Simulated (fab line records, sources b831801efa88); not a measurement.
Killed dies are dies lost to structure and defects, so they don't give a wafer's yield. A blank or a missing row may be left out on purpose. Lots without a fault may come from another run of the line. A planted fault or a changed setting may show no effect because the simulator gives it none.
Tool commonality check | flow sky130 | 14 lots, 42 wafers sampled

WHY IT WAS OPENED
At SKY_POLY_GATE_THK_MEAS_21 the reading POLY_GATE_OXIDATION_THK is flagged on 2 of 14 lots. Wafers without a fault read 4.01 nm, standard deviation 0.073.
Rule: a lot is flagged when every wafer of it that has a number lies more than 4 standard deviations from that mean, or none has a number. The other lots count as sound.

lot  | measured     | on            | POLY_GATE_OXIDATION_THK (nm), wafer by wafer | flag
L671 | day 16 16:37 | film_metro-01 | 3.94 4.01 3.98                               |
L672 | day 16 23:43 | film_metro-01 | 4.08 4.03 4.02                               |
L673 | day 17 09:53 | film_metro-03 | 4.07 4.14 4.14                               |
L674 | day 17 17:55 | film_metro-03 | 3.92 4.09 4.02                               |
L675 | day 17 22:02 | film_metro-02 | 4.10 4.12 4.06                               |
L676 | day 18 06:04 | film_metro-01 | 3.96 4.07 4.02                               |
L679 | day 19 22:29 | film_metro-03 | 3.99 4.00 3.96                               |
L678 | day 19 22:29 | film_metro-02 | 4.16 4.09 4.11                               |
L682 | day 20 10:57 | film_metro-03 | 4.06 4.09 4.10                               |
L681 | day 20 14:14 | film_metro-02 | 3.93 3.93 3.95                               |
L683 | day 20 20:39 | film_metro-03 | 5.91 5.84 5.87                               | FLAGGED
L686 | day 22 00:28 | film_metro-02 | 5.85 5.82 5.86                               | FLAGGED
L693 | day 24 17:02 | film_metro-01 | 4.03 3.95 3.94                               |
L694 | day 24 22:23 | film_metro-03 | 4.03 4.02 3.95                               |
The numbers of the flagged lots are 5.86 nm on average: +1.85 nm against the usual, or +25 standard deviations.

WHICH TOOL RAN EACH LOT
The record holds 1 process step before the reading, out of a route of 708 steps. In each cell: the tool, then ch and the chambers that the sampled wafers went through, then the start.
lot  | flag    | SKY_POLY_GATE_OXIDATION_20
L671 |         | furnace-02 ch 0, day 16 15:22
L672 |         | furnace-02 ch 0, day 16 22:27
L673 |         | furnace-02 ch 0, day 17 08:38
L674 |         | furnace-02 ch 0, day 17 16:40
L675 |         | furnace-02 ch 0, day 17 20:46
L676 |         | furnace-02 ch 0, day 18 04:49
L679 |         | furnace-01 ch 0, day 19 21:13
L678 |         | furnace-01 ch 0, day 19 21:13
L682 |         | furnace-01 ch 0, day 20 09:41
L681 |         | furnace-02 ch 0, day 20 12:58
L683 | FLAGGED | furnace-02 ch 0, day 20 19:22
L686 | FLAGGED | furnace-02 ch 0, day 21 23:13
L693 |         | furnace-02 ch 0, day 24 15:47
L694 |         | furnace-02 ch 0, day 24 21:08
What these steps do:
- SKY_POLY_GATE_OXIDATION_20: stabilise 600 s, purge 300 s, target thk 4 nm.
- SKY_POLY_GATE_THK_MEAS_21

FLAGGED OVER TOTAL, TOOL BY TOOL (the gauges that took the reading come last)
step                       | tool          | lots run | flagged | share of the flagged lots | sound lots run after its first flagged lot
SKY_POLY_GATE_OXIDATION_20 | furnace-01    | 3        | 0       | none                      | -
SKY_POLY_GATE_OXIDATION_20 | furnace-02    | 11       | 2       | all                       | 2 (L693,L694)
SKY_POLY_GATE_THK_MEAS_21  | film_metro-01 | 4        | 0       | none                      | -
SKY_POLY_GATE_THK_MEAS_21  | film_metro-02 | 4        | 1       | some                      | 0
SKY_POLY_GATE_THK_MEAS_21  | film_metro-03 | 6        | 1       | some                      | 1 (L694)

WHAT THE TABLE ALLOWS
1 row of the table ran every flagged lot: furnace-02 at SKY_POLY_GATE_OXIDATION_20.
- furnace-02 at SKY_POLY_GATE_OXIDATION_20: 2 of its 11 lots flagged. Sound lots ran on it after the first flagged one (L693, L694), which a lasting fault on the whole tool wouldn't allow. Its own readings lie more than 4 standard deviations out on every wafer of the flagged lots: spike_tc_bottom_C, spike_tc_centre_C, spike_tc_lower_C, spike_tc_top_C, spike_tc_upper_C, tube_center_temp_C, tube_center_temp_C_max, zone_power_top_pct.
No row of the table ran every flagged lot and no sound lot after the first.

WHAT THE SIMULATOR HAD PUT IN
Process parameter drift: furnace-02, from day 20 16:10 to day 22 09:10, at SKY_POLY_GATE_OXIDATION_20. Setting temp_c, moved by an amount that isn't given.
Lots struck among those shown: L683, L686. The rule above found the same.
